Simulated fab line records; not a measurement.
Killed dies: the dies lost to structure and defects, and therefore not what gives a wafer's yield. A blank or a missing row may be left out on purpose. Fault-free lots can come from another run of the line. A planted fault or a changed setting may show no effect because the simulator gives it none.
Which of the tools did it? -- flow sky130 -- Sampling: 9 lots, 26 wafers, 4 of 708 route steps

WHAT THE GAUGES SHOWED, per wafer
SKY_CAP2M_RS_MEAS_03: measures by four-point-probe.
lot,measured,on,CAP2M_TIN_RS (ohm/sq)
L997,day 39 07:49,film metro-02,6.88 6.83 6.92
L100,day 40 19:59,film metro-03,6.90 6.89 6.97
L101,day 40 21:08,film metro-02,6.78 6.89 6.80
L102,day 41 06:31,film metro-03,6.97 6.96 6.97
L105,day 42 06:02,film metro-01,6.88 6.86 6.85
L110,day 43 14:22,film metro-01,6.94 6.43
L112,day 44 06:08,film metro-01,6.93 6.88 6.52
L116,day 45 20:07,film metro-02,6.89 6.82 6.93
L120,day 46 07:01,film metro-03,6.93 6.94 6.94

WHICH TOOL RAN EACH LOT (tool, then ch and the chambers of the sampled wafers, then the start)
lot,SKY_VIA2_ETCH_14,SKY_VIA3_SPUTTER_20,SKY_CAP2M_SPUTTER_02
L997,"rie diel-04 ch 0,1,2, day 35 20:40","pvd sputter-02, day 39 06:49","pvd sputter-01, day 39 07:43"
L100,"rie diel-01 ch 0,3, day 37 10:50","pvd sputter-03, day 40 18:55","pvd sputter-04, day 40 19:49"
L101,"rie diel-02 ch 0,2,3, day 37 12:14","pvd sputter-02, day 40 20:08","pvd sputter-04, day 40 21:02"
L102,"rie diel-04 ch 1,3, day 37 23:01","pvd sputter-02, day 41 05:31","pvd sputter-01, day 41 06:25"
L105,"rie diel-01 ch 0,2,3, day 38 22:47","pvd sputter-01, day 42 05:01","pvd sputter-01, day 42 05:55"
L110,"rie diel-04 ch 0,3, day 40 09:20","pvd sputter-01, day 43 13:19","pvd sputter-01, day 43 14:13"
L112,"rie diel-02 ch 0,1,2, day 41 01:41","pvd sputter-01, day 44 05:06","pvd sputter-01, day 44 06:00"
L116,"rie diel-01 ch 1,2, day 42 19:08","pvd sputter-01, day 45 17:40","pvd sputter-02, day 45 20:00"
L120,"rie diel-01 ch 0,2, day 43 07:29","pvd sputter-01, day 46 05:22","pvd sputter-04, day 46 06:53"
- SKY_VIA2_ETCH_14: etches BARC in N2/H2, stops on SiO2, time 45.9 s, target depth 60 nm.
- SKY_VIA3_SPUTTER_20: material TiN, target thk 20 nm, time 80 s.
- SKY_CAP2M_SPUTTER_02: material TiN, target thk 200 nm, time 166.7 s.

THE ANSWER, worked out from the rows above alone
Rule: the lots themselves supply what counts as usual. The widest of any qualifying gaps counts: lots, ordered by their means at a reading, are off when they make up no more than a third of the lots, leave a main group of 4 or more, and stand apart from it by 3 or more times the standard deviation of that group's means. The tables above print the reading to a certain number of digits; a main group whose means all agree to those digits is not used. A lot without any number at a reading at which 4 lots or more have one is off too. Where the step has rows for the other lots, those lots are counted as sound.
No lot is off on any of the readings shown, so nothing can be concluded from this.

WHAT WAS PUT IN BY THE SIMULATOR
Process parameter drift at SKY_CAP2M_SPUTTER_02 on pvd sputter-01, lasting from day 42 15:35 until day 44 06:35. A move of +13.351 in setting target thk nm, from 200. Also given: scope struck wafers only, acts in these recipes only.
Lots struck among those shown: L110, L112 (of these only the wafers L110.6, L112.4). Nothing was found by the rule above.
